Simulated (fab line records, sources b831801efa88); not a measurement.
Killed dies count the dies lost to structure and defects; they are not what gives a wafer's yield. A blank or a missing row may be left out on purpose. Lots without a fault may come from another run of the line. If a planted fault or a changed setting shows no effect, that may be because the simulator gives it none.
Split-lot experiment :: flow sfq_line :: 23 wafers read across 5 lots, on a route 325 steps long

THE SPLIT ITSELF
At SFQ_TRILAYER_JJ_TRILAYER_DEP_SPUTTER_112 (material Nb, target thk 170 nm, time 113.3 s), the setting time_s was moved away from the recipe's 113.3 s on 8 of the 23 wafers read, by -13.9% to +14.9%. The other wafers ran this setting at the recipe's value.

No step appears in the file between the split and the reading.

THE READING
JJ_NB_RS in ohm/sq, measured at SFQ_JJ_RS_MEAS_929 by four-point-probe. A value of 1.047 ohm/sq with a standard deviation of 0.011 ohm/sq is what fault-free wafers of this fab line usually give.

wafer: L074.4
tool, chamber at the split: pvd_sputter-03, -
time_s as run, s: 113.3
against the recipe: recipe
JJ_NB_RS, ohm/sq: 1.022
against lot-mates on the recipe: -

wafer: L074.5
tool, chamber at the split: pvd_sputter-03, -
time_s as run, s: 113.3
against the recipe: recipe
JJ_NB_RS, ohm/sq: 1.047
against lot-mates on the recipe: -

wafer: L074.6
tool, chamber at the split: pvd_sputter-03, -
time_s as run, s: 113.3
against the recipe: recipe
JJ_NB_RS, ohm/sq: 1.043
against lot-mates on the recipe: -

wafer: L076.1
tool, chamber at the split: pvd_sputter-03, -
time_s as run, s: 113.3
against the recipe: recipe
JJ_NB_RS, ohm/sq: 1.036
against lot-mates on the recipe: -

wafer: L076.2
tool, chamber at the split: pvd_sputter-03, -
time_s as run, s: 97.55
against the recipe: -13.9%
JJ_NB_RS, ohm/sq: 1.230
against lot-mates on the recipe: +0.186

wafer: L076.3
tool, chamber at the split: pvd_sputter-03, -
time_s as run, s: 113.3
against the recipe: recipe
JJ_NB_RS, ohm/sq: 1.048
against lot-mates on the recipe: -

wafer: L076.4
tool, chamber at the split: pvd_sputter-03, -
time_s as run, s: 113.3
against the recipe: recipe
JJ_NB_RS, ohm/sq: 1.049
against lot-mates on the recipe: -

wafer: L076.6
tool, chamber at the split: pvd_sputter-03, -
time_s as run, s: 97.55
against the recipe: -13.9%
JJ_NB_RS, ohm/sq: 1.208
against lot-mates on the recipe: +0.164

wafer: L080.1
tool, chamber at the split: pvd_sputter-04, -
time_s as run, s: 113.3
against the recipe: recipe
JJ_NB_RS, ohm/sq: 1.061
against lot-mates on the recipe: -

wafer: L080.2
tool, chamber at the split: pvd_sputter-04, -
time_s as run, s: 98.69
against the recipe: -12.9%
JJ_NB_RS, ohm/sq: 1.215
against lot-mates on the recipe: +0.151

wafer: L080.4
tool, chamber at the split: pvd_sputter-04, -
time_s as run, s: 98.69
against the recipe: -12.9%
JJ_NB_RS, ohm/sq: 1.219
against lot-mates on the recipe: +0.155

wafer: L080.5
tool, chamber at the split: pvd_sputter-04, -
time_s as run, s: 98.69
against the recipe: -12.9%
JJ_NB_RS, ohm/sq: 1.205
against lot-mates on the recipe: +0.141

wafer: L080.6
tool, chamber at the split: pvd_sputter-04, -
time_s as run, s: 113.3
against the recipe: recipe
JJ_NB_RS, ohm/sq: 1.068
against lot-mates on the recipe: -

wafer: L084.2
tool, chamber at the split: pvd_sputter-04, -
time_s as run, s: 113.3
against the recipe: recipe
JJ_NB_RS, ohm/sq: 1.040
against lot-mates on the recipe: -

wafer: L084.3
tool, chamber at the split: pvd_sputter-04, -
time_s as run, s: 130.2
against the recipe: +14.9%
JJ_NB_RS, ohm/sq: 0.905
against lot-mates on the recipe: -0.135

wafer: L084.4
tool, chamber at the split: pvd_sputter-04, -
time_s as run, s: 130.2
against the recipe: +14.9%
JJ_NB_RS, ohm/sq: 0.905
against lot-mates on the recipe: -0.135

wafer: L084.5
tool, chamber at the split: pvd_sputter-04, -
time_s as run, s: 113.3
against the recipe: recipe
JJ_NB_RS, ohm/sq: 1.041
against lot-mates on the recipe: -

wafer: L084.6
tool, chamber at the split: pvd_sputter-04, -
time_s as run, s: 130.2
against the recipe: +14.9%
JJ_NB_RS, ohm/sq: 0.901
against lot-mates on the recipe: -0.139

wafer: L085.1
tool, chamber at the split: pvd_sputter-06, -
time_s as run, s: 113.3
against the recipe: recipe
JJ_NB_RS, ohm/sq: 1.026
against lot-mates on the recipe: -

wafer: L085.2
tool, chamber at the split: pvd_sputter-06, -
time_s as run, s: 113.3
against the recipe: recipe
JJ_NB_RS, ohm/sq: 1.031
against lot-mates on the recipe: -

wafer: L085.3
tool, chamber at the split: pvd_sputter-06, -
time_s as run, s: 113.3
against the recipe: recipe
JJ_NB_RS, ohm/sq: 1.025
against lot-mates on the recipe: -

wafer: L085.5
tool, chamber at the split: pvd_sputter-06, -
time_s as run, s: 113.3
against the recipe: recipe
JJ_NB_RS, ohm/sq: 1.025
against lot-mates on the recipe: -

wafer: L085.6
tool, chamber at the split: pvd_sputter-06, -
time_s as run, s: 113.3
against the recipe: recipe
JJ_NB_RS, ohm/sq: 1.028
against lot-mates on the recipe: -

THE FIT
A straight line over all 23 wafers: JJ_NB_RS changes by -0.0113 ohm/sq for each +1% of time_s; r = -0.98; the points scatter about the line by 0.019 ohm/sq.
The same after taking each lot's own level away (the mean of its wafers on the recipe; 23 wafers): -0.0107 ohm/sq for each +1%; r = -0.99; scatter 0.012 ohm/sq.
The reading moves by 0.16 ohm/sq for the largest change in time_s, on that fit.
From 1.0270 to 1.0645 ohm/sq: that is the span of the lots' own levels, equal to 3.4 times the standard deviation above.
The two slopes are in agreement: the lot-to-lot level therefore moves the slope only a little.
Check: -0.157 ohm/sq against its lot-mates is what the line predicts for one of the wafers moved furthest among these (+14.9%) when that wafer is left out of the fit. It came out at -0.135 ohm/sq against them.

THE WHOLE CHAIN: every reading that the file lists as answering this split, in the file's order
step: SFQ_TRILAYER_JJ_TRILAYER_DEP_SPUTTER_112
what it does: material Nb, target thk 170 nm, time 113.3 s
reading: Nb_of_TRILAYER_JJ_TRILAYER_DEP_SPUTTER_112.thk_nm (the simulator's own value, which no gauge read)
change (the file's fit): +1.69 nm for each +1% of the setting
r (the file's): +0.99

step: SFQ_JJ_RS_MEAS_929
what it does: measures by four-point-probe
reading: JJ_NB_RS
change (the file's fit): -0.011 for each +1% of the setting
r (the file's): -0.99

FILE'S OWN FIT
JJ_NB_RS changes by -0.011 ohm/sq for each +1% of time_s, r = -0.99.
